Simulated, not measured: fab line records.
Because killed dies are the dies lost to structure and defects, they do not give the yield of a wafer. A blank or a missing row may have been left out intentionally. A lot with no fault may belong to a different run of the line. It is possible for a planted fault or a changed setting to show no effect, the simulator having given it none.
Matching of chambers / flow sky130 / 4 sister chambers for SKY_FIELD_ISO_ETCH_17 on rie_si-02
The step etches Si in HBr/Cl2/O2, target depth 342 nm, time 97.7 s. 14 wafers are shown with their chamber, then 7 later ones without.

## WAFERS PAIRED WITH THEIR CHAMBERS
wafer=L625.1; chamber=1; drypump_motor_current_A (A)=6.0; oes_product_au (a.u.)=0.999; throttle_valve_pct (%)=25.672
wafer=L625.3; chamber=0; drypump_motor_current_A (A)=6.5; oes_product_au (a.u.)=0.965; throttle_valve_pct (%)=25.679
wafer=L625.5; chamber=0; drypump_motor_current_A (A)=6.5; oes_product_au (a.u.)=0.964; throttle_valve_pct (%)=25.677
wafer=L632.1; chamber=1; drypump_motor_current_A (A)=6.0; oes_product_au (a.u.)=1.017; throttle_valve_pct (%)=25.646
wafer=L632.3; chamber=0; drypump_motor_current_A (A)=6.5; oes_product_au (a.u.)=0.963; throttle_valve_pct (%)=25.664
wafer=L632.6; chamber=0; drypump_motor_current_A (A)=6.5; oes_product_au (a.u.)=0.983; throttle_valve_pct (%)=25.675
wafer=L634.2; chamber=3; drypump_motor_current_A (A)=5.4; oes_product_au (a.u.)=0.976; throttle_valve_pct (%)=25.666
wafer=L634.3; chamber=0; drypump_motor_current_A (A)=6.4; oes_product_au (a.u.)=0.964; throttle_valve_pct (%)=25.682
wafer=L634.5; chamber=0; drypump_motor_current_A (A)=6.4; oes_product_au (a.u.)=0.961; throttle_valve_pct (%)=25.691
wafer=L636.2; chamber=2; drypump_motor_current_A (A)=5.4; oes_product_au (a.u.)=1.014; throttle_valve_pct (%)=25.661
wafer=L636.3; chamber=1; drypump_motor_current_A (A)=6.0; oes_product_au (a.u.)=1.003; throttle_valve_pct (%)=25.665
wafer=L636.6; chamber=1; drypump_motor_current_A (A)=6.0; oes_product_au (a.u.)=1.001; throttle_valve_pct (%)=25.655
wafer=L644.1; chamber=2; drypump_motor_current_A (A)=5.4; oes_product_au (a.u.)=0.998; throttle_valve_pct (%)=25.655
wafer=L644.2; chamber=3; drypump_motor_current_A (A)=5.5; oes_product_au (a.u.)=0.982; throttle_valve_pct (%)=25.659

SIGNATURES, as means of the wafers listed above
reading=drypump_motor_current_A; chamber 0=6.467; chamber 1=6.000; chamber 2=5.400; chamber 3=5.450; scatter within a chamber=0.0428
reading=oes_product_au; chamber 0=0.96667; chamber 1=1.00500; chamber 2=1.00600; chamber 3=0.97900; scatter within a chamber=0.00822
reading=throttle_valve_pct; chamber 0=25.67800; chamber 1=25.65950; chamber 2=25.65800; chamber 3=25.66250; scatter within a chamber=0.00907
Rule: for a wafer and a chamber, the distance is found by dividing, reading by reading, the gap between the wafer's reading and the chamber's mean by the reading's scatter, squaring, summing and taking the root. The wafer belongs to the nearest chamber; if the next one is less than 2 further off, it can't be placed. The scatter is the square root of a quotient: the sum, over the shown wafers, of each reading's squared deviation from its chamber's mean, divided by wafers minus chambers.

## WAFERS WITH NO CHAMBER GIVEN
wafer=L644.5; drypump_motor_current_A (A)=6.5; oes_product_au (a.u.)=0.967; throttle_valve_pct (%)=25.682
wafer=L646.1; drypump_motor_current_A (A)=5.5; oes_product_au (a.u.)=0.982; throttle_valve_pct (%)=25.678
wafer=L646.3; drypump_motor_current_A (A)=5.4; oes_product_au (a.u.)=1.007; throttle_valve_pct (%)=25.648
wafer=L646.5; drypump_motor_current_A (A)=5.4; oes_product_au (a.u.)=1.005; throttle_valve_pct (%)=25.656
wafer=L648.2; drypump_motor_current_A (A)=5.5; oes_product_au (a.u.)=0.982; throttle_valve_pct (%)=25.666
wafer=L648.4; drypump_motor_current_A (A)=5.5; oes_product_au (a.u.)=0.987; throttle_valve_pct (%)=25.681
wafer=L648.5; drypump_motor_current_A (A)=6.5; oes_product_au (a.u.)=0.979; throttle_valve_pct (%)=25.661

## THE CHAMBER EACH PASSED THROUGH
wafer=L644.5; from the rows above=0; in truth=0
wafer=L646.1; from the rows above=3; in truth=3
wafer=L646.3; from the rows above=2; in truth=2
wafer=L646.5; from the rows above=2; in truth=2
wafer=L648.2; from the rows above=3; in truth=3
wafer=L648.4; from the rows above=can't be placed: 3 or 2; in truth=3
wafer=L648.5; from the rows above=0; in truth=0
Correctly placed: 6 of 7. These rows do not allow placing 1 (true chamber among the candidates in 1). Placed wrongly: 0.
